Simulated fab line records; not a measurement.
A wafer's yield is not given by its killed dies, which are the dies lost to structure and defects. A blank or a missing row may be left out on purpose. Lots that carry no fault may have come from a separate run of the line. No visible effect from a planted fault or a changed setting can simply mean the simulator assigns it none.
fab line records	flow sky130
record lots=13	wafers=39	last_day=50
route steps=708 shown VT_ADJUST_LVTN@104 VT_ADJUST_NCORE@121 VT_ADJUST_HVTR@139 PAD_OPEN@708
lots with no fault: from the same line, run without faults
start_h: the number of hours between the record's first day and the start of the first shown wafer of the lot	wait_h: hours since the lot's step before	" the same as in the row above	L1.1+2: several wafers, shown together as one row	- value missing, or start not given	* or withheld: withheld	< > ~ a bound
route shown NAME@n: a module of which the file shows steps, and the number in the route of the first	usual: mean/standard deviation of fault-free wafers	same: alike in all rows	chamber/n: place in a boat	sites: readings site by site	_std_site: their standard deviation	_edge_site: mean of outer sites minus mean of inner sites	radius_mm: for every site, how far away it sits from the centre of the wafer	mask NAME#n: copy n	behind: the most recent tool/chamber to have shaped the wafer	hold: why the lot was held/for how many hours/how that ended	device: the transistor (n, p or np) that didn't switch	end of line: tests of these same wafers at the route's end	for a step that has no rows: nothing shown but its recipe	killed: dies lost to structure and defects at the first sort, not the wafer's yield	map: dies across one wafer; x = killed, . = not, _ = none there
set.NAME: the setting the step ran with; set.NAME@STEP: the setting that earlier step ran with	model.NAME: the simulator's own value behind a step, which no gauge read
one table for each step of the route and one row for each wafer, over a sample of lots
services: from which hour (start_h, from the record's first day; less than 0 if before it) a tool's chamber was out of use, for how many hours, and why
## steps
# step SKY_VT_ADJUST_LVTN_OVL_MEAS_07
# usual VT_ADJUST_LVTN_OVL=1.3/1.4
lot.wafer	tool	chamber	start_h	wait_h	VT_ADJUST_LVTN_OVL[nm]
L253.4	overlay-01	-	147.27	-	1.5
L253.5	"	-	"	"	1.1
L253.6	"	-	"	"	2.6
L254.1	overlay-02	-	154.25	-	-2.3
L254.2	"	-	"	"	-0.5
L254.4	"	-	"	"	-0.1
L255.4	overlay-01	-	161.85	-	-1.1
L255.5	"	-	"	"	1.8
L255.6	"	-	"	"	0.2
L256.2	overlay-02	-	170.51	-	0.0
L256.5	"	-	"	"	0.2
L256.6	"	-	"	"	2.8
L257.1	overlay-02	-	177.56	-	1.4
L257.2	"	-	"	"	1.2
L257.4	"	-	"	"	0.3
L261.1	overlay-01	-	201.30	-	0.0
L261.2	"	-	"	"	3.1
L261.3	"	-	"	"	2.4
L262.2	overlay-02	-	205.89	-	2.0
L262.3	"	-	"	"	2.4
L262.4	"	-	"	"	2.8
L266.2	overlay-01	-	257.06	-	2.2
L266.3	"	-	"	"	1.3
L266.6	"	-	"	"	0.4
L264.1	overlay-02	-	258.01	-	-0.1
L264.2	"	-	"	"	1.5
L264.3	"	-	"	"	2.7
L265.1	overlay-01	-	260.46	-	1.9
L265.3	"	-	"	"	1.9
L265.6	"	-	"	"	3.5
L272.1	overlay-02	-	278.10	-	1.4
L272.2	"	-	"	"	-0.3
L272.5	"	-	"	"	0.9
L273.1	overlay-01	-	288.80	-	0.0
L273.5	"	-	"	"	-0.5
L273.6	"	-	"	"	1.0
L274.4	overlay-02	-	293.92	-	3.9
L274.5	"	-	"	"	2.6
L274.6	"	-	"	"	2.8
# step SKY_VT_ADJUST_LVTN_OVL_MEAS_18
# usual VT_ADJUST_LVTN_01_OVL=0.4/1.6
lot.wafer	tool	chamber	start_h	wait_h	VT_ADJUST_LVTN_01_OVL[nm]
L253.4	overlay-02	-	167.12	0.1	1.8
L253.5	"	-	"	"	-0.5
L253.6	"	-	"	"	0.3
L254.1	overlay-01	-	174.39	0.1	0.8
L254.2	"	-	"	"	-0.7
L254.4	"	-	"	"	-1.6
L255.4	overlay-02	-	182.15	0.1	2.4
L255.5	"	-	"	"	0.5
L255.6	"	-	"	"	0.3
L256.2	overlay-01	-	191.81	0.1	-0.3
L256.5	"	-	"	"	2.1
L256.6	"	-	"	"	0.1
L257.1	overlay-02	-	197.86	0.1	-0.4
L257.2	"	-	"	"	0.3
L257.4	"	-	"	"	1.3
L261.1	overlay-01	-	223.49	0.1	2.5
L261.2	"	-	"	"	2.4
L261.3	"	-	"	"	1.6
L262.2	overlay-02	-	228.69	0.1	-0.9
L262.3	"	-	"	"	1.7
L262.4	"	-	"	"	2.0
L266.2	overlay-02	-	281.19	0.1	0.5
L266.3	"	-	"	"	2.0
L266.6	"	-	"	"	0.2
L264.1	overlay-01	-	282.21	0.1	-0.1
L264.2	"	-	"	"	0.1
L264.3	"	-	"	"	-0.3
L265.1	overlay-02	-	284.51	0.1	2.5
L265.3	"	-	"	"	-0.1
L265.6	"	-	"	"	0.2
L272.1	overlay-01	-	303.49	0.1	2.0
L272.2	"	-	"	"	-1.6
L272.5	"	-	"	"	-0.6
L273.1	overlay-01	-	314.55	0.1	-2.2
L273.5	"	-	"	"	-1.9
L273.6	"	-	"	"	-3.3
L274.4	overlay-02	-	319.47	0.1	-0.1
L274.5	"	-	"	"	0.1
L274.6	"	-	"	"	0.7
# step SKY_VT_ADJUST_NCORE_COAT_02
# recipe resist=NOVOLAK	spin_rpm=3000	resist_thk_nm=1140
# usual resist_line_temp_C=23.00/0.1
lot.wafer	tool	chamber	start_h	wait_h	resist_line_temp_C
L253.4	litho_track-01	0	177.23	0.1	22.89
L253.5	"	0	"	"	23.01
L253.6	"	0	"	"	23.05
L254.1	litho_track-04	0	184.04	0.1	22.76
L254.2	"	0	"	"	22.88
L254.4	"	0	"	"	22.85
L255.4	litho_track-03	0	193.41	0.1	22.92
L255.5	"	0	"	"	22.81
L255.6	"	0	"	"	22.94
L256.2	litho_track-04	0	201.97	0.1	23.05
L256.5	"	0	"	"	23.02
L256.6	"	0	"	"	23.00
L257.1	litho_track-04	0	207.69	0.1	22.90
L257.2	"	0	"	"	22.89
L257.4	"	0	"	"	22.91
L261.1	litho_track-04	0	234.04	0.1	23.15
L261.2	"	0	"	"	22.92
L261.3	"	0	"	"	23.13
L262.2	litho_track-03	0	240.51	0.1	23.09
L262.3	"	0	"	"	22.98
L262.4	"	0	"	"	23.00
L266.2	litho_track-03	0	293.91	0.1	22.98
L266.3	"	0	"	"	23.02
L266.6	"	0	"	"	22.94
L264.1	litho_track-04	0	294.69	0.1	23.02
L264.2	"	0	"	"	22.95
L264.3	"	0	"	"	22.95
L265.1	litho_track-03	0	297.29	0.1	23.06
L265.3	"	0	"	"	23.04
L265.6	"	0	"	"	23.06
L272.1	litho_track-04	0	316.09	0.1	22.93
L272.2	"	0	"	"	23.12
L272.5	"	0	"	"	22.97
L273.1	litho_track-01	0	326.45	0.1	23.02
L273.5	"	0	"	"	22.83
L273.6	"	0	"	"	22.85
L274.4	litho_track-04	0	332.26	0.1	23.10
L274.5	"	0	"	"	23.20
L274.6	"	0	"	"	23.00
# step SKY_VT_ADJUST_NCORE_STRIP_10
# recipe chemistry=O2/N2	power_w=1400	pressure_mtorr=1500	platen_temp_c=withheld	o2_flow_sccm=3000	n2_flow_sccm=300	overash_fraction=0.5
# usual drypump_motor_current_A=6.0/0.49	o2_flow_sccm=3000/8.4	oes_product_au=0.716/0.0042	strip_time_to_endpoint_s=14.21/0.035
lot.wafer	tool	chamber	start_h	wait_h	drypump_motor_current_A	o2_flow_sccm	oes_product_au	rf_hours_counter_h	strip_time_to_endpoint_s
L253.4	plasma_asher-02	1	186.83	0.1	6.2	3005	0.711	-	14.19
L253.5	"	0	"	"	5.8	3001	0.708	-	14.20
L253.6	"	1	"	"	6.2	2997	0.714	-	14.17
L254.1	plasma_asher-03	0	195.70	0.1	5.6	3012	0.717	52	14.24
L254.2	"	1	"	"	6.4	2993	0.721	52	14.26
L254.4	"	1	"	"	6.3	2997	0.716	-	14.25
L255.4	plasma_asher-03	0	204.18	0.1	5.7	3001	0.717	-	14.17
L255.5	"	0	"	"	5.7	2997	0.718	-	14.20
L255.6	"	1	"	"	6.4	3010	0.712	-	14.18
L256.2	plasma_asher-04	1	213.72	0.1	6.7	3006	0.723	54	14.25
L256.5	"	1	"	"	6.8	2996	0.715	-	14.11
L256.6	"	0	"	"	5.2	3008	0.720	-	14.19
L257.1	plasma_asher-04	0	219.86	0.1	5.2	2988	0.720	55	14.17
L257.2	"	1	"	"	6.8	2997	0.718	55	14.16
L257.4	"	0	"	"	5.2	3000	0.717	-	14.18
L261.1	plasma_asher-02	0	246.31	0.1	5.8	2992	0.711	40	14.20
L261.2	"	1	"	"	6.2	2997	0.716	40	14.21
L261.3	"	1	"	"	6.2	3000	0.707	-	14.21
L262.2	plasma_asher-03	1	252.29	0.1	6.3	3006	0.716	58	14.21
L262.3	"	0	"	"	5.6	2999	0.714	-	14.20
L262.4	"	1	"	"	6.3	2996	0.718	-	14.25
L266.2	plasma_asher-04	0	306.85	0.1	5.2	2981	0.717	59	14.66
L266.3	"	1	"	"	6.7	3011	0.718	-	14.61
L266.6	"	0	"	"	5.2	2987	0.720	-	14.60
L264.1	plasma_asher-02	1	307.31	0.1	6.2	2993	0.714	47	14.20
L264.2	"	0	"	"	5.8	2992	0.715	47	14.16
L264.3	"	1	"	"	6.2	2997	0.721	-	14.19
L265.1	plasma_asher-04	1	310.55	0.1	6.7	3000	0.718	59	14.66
L265.3	"	1	"	"	6.7	3003	0.715	-	14.66
L265.6	"	1	"	"	6.7	2990	0.719	-	14.64
L272.1	plasma_asher-02	1	328.66	0.1	6.2	2991	0.712	49	14.22
L272.2	"	0	"	"	5.8	3000	0.714	49	14.18
L272.5	"	1	"	"	6.2	2986	0.720	-	14.21
L273.1	plasma_asher-03	0	339.94	0.1	5.7	3007	0.724	67	14.17
L273.5	"	0	"	"	5.7	2988	0.711	-	14.16
L273.6	"	1	"	"	6.3	2990	0.716	-	14.18
L274.4	plasma_asher-02	1	346.83	0.1	6.2	2989	0.721	-	14.22
L274.5	"	0	"	"	5.8	2994	0.716	-	14.16
L274.6	"	1	"	"	6.2	3001	0.717	-	14.23
# step SKY_VT_ADJUST_HVTR_OVL_MEAS_08
# usual VT_ADJUST_HVTR_OVL=2.0/1.2
lot.wafer	tool	chamber	start_h	wait_h	VT_ADJUST_HVTR_OVL[nm]
L253.4	overlay-01	-	207.79	0.1	3.3
L253.5	"	-	"	"	0.1
L253.6	"	-	"	"	2.6
L254.1	overlay-01	-	217.51	0.1	1.0
L254.2	"	-	"	"	1.6
L254.4	"	-	"	"	2.7
L255.4	overlay-02	-	227.13	0.1	2.8
L255.5	"	-	"	"	2.6
L255.6	"	-	"	"	3.4
L256.2	overlay-02	-	235.76	0.1	2.5
L256.5	"	-	"	"	3.7
L256.6	"	-	"	"	1.8
L257.1	overlay-02	-	242.61	0.1	1.0
L257.2	"	-	"	"	1.3
L257.4	"	-	"	"	3.4
L261.1	overlay-02	-	269.81	0.1	-1.8
L261.2	"	-	"	"	1.4
L261.3	"	-	"	"	0.2
L262.2	overlay-02	-	276.67	0.1	2.3
L262.3	"	-	"	"	3.3
L262.4	"	-	"	"	3.2
L266.2	overlay-01	-	332.56	0.1	0.7
L266.3	"	-	"	"	2.4
L266.6	"	-	"	"	0.0
L264.1	overlay-02	-	332.86	0.1	3.0
L264.2	"	-	"	"	3.4
L264.3	"	-	"	"	2.2
L265.1	overlay-02	-	335.81	0.1	2.2
L265.3	"	-	"	"	-0.2
L265.6	"	-	"	"	2.7
L272.1	overlay-02	-	356.41	0.1	1.9
L272.2	"	-	"	"	3.1
L272.5	"	-	"	"	3.3
L273.1	overlay-02	-	367.92	0.1	2.4
L273.5	"	-	"	"	2.9
L273.6	"	-	"	"	0.4
L274.4	overlay-01	-	374.79	0.1	4.1
L274.5	"	-	"	"	4.0
L274.6	"	-	"	"	3.1
# step SKY_PAD_OPEN_PROBE_99
# usual killed_at_M0_to_M3=43/7.3	killed_at_M4_up=3.4/1.7	killed_at_contacts=24/4.5	killed_at_front_end=16/4.4	killed_at_other=0.2/0.51	killed_dies=86/9.7	killed_open=46/6.6	killed_short=39/7.1
# same gross_dies=492	killed_at_back_side=0
lot.wafer	tool	chamber	start_h	wait_h	killed_at_M0_to_M3	killed_at_M4_up	killed_at_contacts	killed_at_front_end	killed_at_other	killed_dies	killed_open	killed_short
L253.4	prober-01	-	1076.83	0.2	27	5	19	22	0	73	43	30
L253.5	prober-01	-	1076.88	0.2	52	3	24	16	0	95	48	46
L253.6	prober-01	-	1076.93	0.2	40	4	19	16	0	79	50	28
L254.1	prober-01	-	1082.97	0.1	55	2	27	13	0	97	53	44
L254.2	prober-01	-	1083.02	0.1	55	1	22	15	0	93	52	41
L254.4	prober-01	-	1083.12	0.2	53	4	32	12	1	102	54	48
L261.1	prober-01	-	1129.91	0.1	47	2	20	12	0	81	50	31
L261.2	prober-01	-	1129.96	0.1	38	3	17	11	0	69	38	31
L261.3	prober-01	-	1130.01	0.2	40	2	27	15	0	84	37	47
L265.1	prober-01	-	1178.96	0.1	55	4	26	19	0	104	52	49
L265.3	prober-01	-	1179.06	0.2	50	8	28	22	0	108	58	48
L265.6	prober-01	-	1179.21	0.2	45	8	26	17	0	96	44	51
L266.2	prober-01	-	1182.01	0.1	55	9	22	18	0	104	45	59
L266.3	prober-01	-	1182.06	0.2	48	6	28	14	1	97	59	38
L266.6	prober-01	-	1182.21	0.2	48	1	14	13	0	76	33	43
L272.1	prober-01	-	1191.20	0.2	31	3	19	12	0	65	38	27
L272.2	prober-01	-	1191.25	0.2	33	7	29	14	1	84	47	37
L272.5	prober-01	-	1191.40	0.3	33	1	22	16	0	72	41	31
L274.4	prober-01	-	1203.20	0.2	49	3	22	11	0	85	48	37
L274.5	prober-01	-	1203.25	0.2	36	3	25	16	0	80	42	37
L274.6	prober-01	-	1203.30	0.2	43	2	15	21	0	81	45	35
# killed by level:class
L253.4 CONTACT:geometric_particle:open=11 VIA1:geometric_particle:open=9 FIELD_ISO:geometric_particle:open=6 FIELD_ISO:geometric_particle:short=5 POLY_GATE:geometric_particle:short=5 CONTACT:geometric_particle:short=5 VIA2:geometric_particle:open=5 VIA3:geometric_particle:open=4
L253.5 VIA1:geometric_particle:open=10 CONTACT:geometric_particle:short=8 METAL1:geometric_particle:short=7 CONTACT:geometric_particle:open=7 VIA2:geometric_particle:short=7 VIA3:geometric_particle:open=7 FIELD_ISO:geometric_particle:open=6 VIA1:geometric_particle:short=5
L253.6 VIA1:geometric_particle:open=11 CONTACT:geometric_particle:open=9 VIA2:geometric_particle:open=8 VIA3:geometric_particle:short=6 FIELD_ISO:geometric_particle:open=5 CONTACT:geometric_particle:short=5 VIA3:geometric_particle:open=5 LI_CONTACT:geometric_particle:open=4
L254.1 VIA1:geometric_particle:open=15 LI_CONTACT:geometric_particle:open=11 CONTACT:geometric_particle:open=10 METAL2:geometric_particle:short=9 VIA1:geometric_particle:short=7 VIA3:geometric_particle:open=6 POLY_GATE:geometric_particle:short=5 METAL1:geometric_particle:short=5
L254.2 VIA1:geometric_particle:open=16 CONTACT:geometric_particle:open=11 VIA2:geometric_particle:open=10 VIA1:geometric_particle:short=9 VIA3:geometric_particle:open=5 POLY_GATE:geometric_particle:short=4 LI_CONTACT:geometric_particle:open=4 CONTACT:geometric_particle:short=4
L254.4 VIA2:geometric_particle:open=15 VIA1:geometric_particle:open=12 LI_CONTACT:geometric_particle:open=9 VIA1:geometric_particle:short=8 CONTACT:geometric_particle:short=6 LI_CONTACT:geometric_particle:short=6 POLY_GATE:geometric_particle:short=5 CONTACT:geometric_particle:open=5
L261.1 VIA1:geometric_particle:open=17 METAL2:geometric_particle:short=8 CONTACT:geometric_particle:open=8 VIA3:geometric_particle:open=8 LI_CONTACT:geometric_particle:open=6 VIA1:geometric_particle:short=5 METAL1:geometric_particle:short=4 FIELD_ISO:geometric_particle:short=3
L261.2 VIA1:geometric_particle:open=9 VIA3:geometric_particle:open=8 CONTACT:geometric_particle:short=6 CONTACT:geometric_particle:open=5 VIA1:geometric_particle:short=5 FIELD_ISO:geometric_particle:short=4 LI_CONTACT:geometric_particle:open=4 METAL1:geometric_particle:short=4
L261.3 VIA1:geometric_particle:open=12 FIELD_ISO:geometric_particle:short=8 CONTACT:geometric_particle:short=6 LI_CONTACT:geometric_particle:open=5 LI_CONTACT:geometric_particle:short=5 VIA3:geometric_particle:open=5 VIA2:geometric_particle:short=5 LOCAL_INTERCONNECT:geometric_particle:short=5
L265.1 VIA1:geometric_particle:open=12 CONTACT:geometric_particle:open=11 VIA2:geometric_particle:open=10 FIELD_ISO:geometric_particle:short=9 METAL2:geometric_particle:short=9 VIA1:geometric_particle:short=8 LI_CONTACT:geometric_particle:open=6 LI_CONTACT:geometric_particle:short=6
L265.3 VIA1:geometric_particle:open=12 CONTACT:geometric_particle:open=10 LI_CONTACT:geometric_particle:open=9 METAL4:geometric_particle:short=7 VIA3:geometric_particle:open=6 VIA2:geometric_particle:open=6 FIELD_ISO:geometric_particle:open=5 POLY_GATE:geometric_particle:open=5
L265.6 VIA2:geometric_particle:open=8 VIA1:geometric_particle:short=8 METAL1:geometric_particle:short=7 VIA1:geometric_particle:open=7 CONTACT:geometric_particle:open=7 LOCAL_INTERCONNECT:geometric_particle:short=6 FIELD_ISO:geometric_particle:short=5 CONTACT:geometric_particle:short=5
L266.2 VIA1:geometric_particle:open=18 METAL2:geometric_particle:short=11 VIA1:geometric_particle:short=8 POLY_GATE:geometric_particle:short=7 METAL4:geometric_particle:short=7 LOCAL_INTERCONNECT:geometric_particle:short=5 LI_CONTACT:geometric_particle:open=4 CONTACT:geometric_particle:open=4
L266.3 VIA1:geometric_particle:open=13 CONTACT:geometric_particle:open=12 VIA3:geometric_particle:open=10 VIA1:geometric_particle:short=6 CONTACT:geometric_particle:short=5 METAL4:geometric_particle:short=5 LOCAL_INTERCONNECT:geometric_particle:short=4 POLY_GATE:geometric_particle:open=3
L266.6 METAL1:geometric_particle:short=9 METAL2:geometric_particle:short=8 VIA1:geometric_particle:short=7 VIA2:geometric_particle:open=7 CONTACT:geometric_particle:short=5 VIA1:geometric_particle:open=5 SPACER:geometric_particle:open=4 CONTACT:geometric_particle:open=4
L272.1 CONTACT:geometric_particle:open=10 VIA1:geometric_particle:open=7 LI_CONTACT:geometric_particle:open=4 METAL1:geometric_particle:short=4 METAL2:geometric_particle:short=4 VIA3:geometric_particle:open=4 VIA2:geometric_particle:open=4 POLY_GATE:geometric_particle:short=3
L272.2 CONTACT:geometric_particle:open=14 VIA2:geometric_particle:open=8 POLY_GATE:geometric_particle:short=5 VIA3:geometric_particle:open=5 VIA1:geometric_particle:open=5 VIA2:geometric_particle:short=4 METAL4:geometric_particle:short=4 LI_CONTACT:geometric_particle:short=4
L272.5 CONTACT:geometric_particle:open=10 VIA1:geometric_particle:open=8 CONTACT:geometric_particle:short=6 METAL2:geometric_particle:short=6 POLY_GATE:geometric_particle:open=5 VIA2:geometric_particle:short=5 METAL1:geometric_particle:short=4 VIA3:geometric_particle:open=4
L274.4 VIA1:geometric_particle:open=11 LI_CONTACT:geometric_particle:open=8 METAL2:geometric_particle:short=8 METAL1:geometric_particle:short=8 CONTACT:geometric_particle:open=7 VIA3:geometric_particle:open=6 FIELD_ISO:geometric_particle:open=4 VIA2:geometric_particle:short=4
L274.5 VIA1:geometric_particle:open=11 FIELD_ISO:geometric_particle:open=7 LOCAL_INTERCONNECT:geometric_particle:short=6 CONTACT:geometric_particle:open=6 VIA2:geometric_particle:open=5 LI_CONTACT:geometric_particle:open=5 POLY_GATE:geometric_particle:short=4 METAL1:geometric_particle:short=4
L274.6 VIA1:geometric_particle:open=14 VIA1:geometric_particle:short=8 METAL2:geometric_particle:short=8 FIELD_ISO:geometric_particle:short=6 POLY_GATE:geometric_particle:open=5 CONTACT:geometric_particle:open=5 LI_CONTACT:geometric_particle:open=4 VIA3:geometric_particle:open=4
## services
tool	chamber	start_h	hours	kind
plasma_asher-02	-	164.29	3.3	repair
plasma_asher-04	-	196.80	0.9	repair
litho_track-04	-	214.08	-	consumable_replace:filter
plasma_asher-04	-	242.77	28.1	pm
plasma_asher-04	-	270.87	15.6	pm
plasma_asher-02	-	271.41	2.8	pm
plasma_asher-03	-	274.26	3.3	repair
plasma_asher-03	-	321.76	4.3	pm
plasma_asher-04	-	331.65	25.1	repair
plasma_asher-03	-	344.81	0.4	repair
## key
first_sign step=SKY_VT_ADJUST_NCORE_STRIP_10	reading=strip_time_to_endpoint_s	direction=up	sigmas=13	usual=*	struck=*
effect none on later readings
met_at SKY_VT_ADJUST_NCORE_COAT_02
struck_lots L265,L266
tester_left_out L265,L266
not_acting_at SKY_VT_ADJUST_LVTN_OVL_MEAS_07,SKY_VT_ADJUST_LVTN_OVL_MEAS_18,SKY_VT_ADJUST_HVTR_OVL_MEAS_08
onset_between 240.51 293.91
also_fits SKY_VT_ADJUST_NCORE_STRIP_10:plasma_asher-04
fault kind=process_parameter_drift	tool=litho_track-03	chamber=-	onset_h=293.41	steps=SKY_VT_ADJUST_NCORE_COAT_02	channel=resist_thk_nm	offset=37.939	shape=step	end_h=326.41	acts_in=these_recipes_only	stated=1140
# tester_left_out: of these lots the tester's yield and bins aren't shown, on N5 and GAA mostly nor the transistor test; their killed dies are dies lost to structure and defects alone, not to doping, threshold or leakage, so they don't give the yield
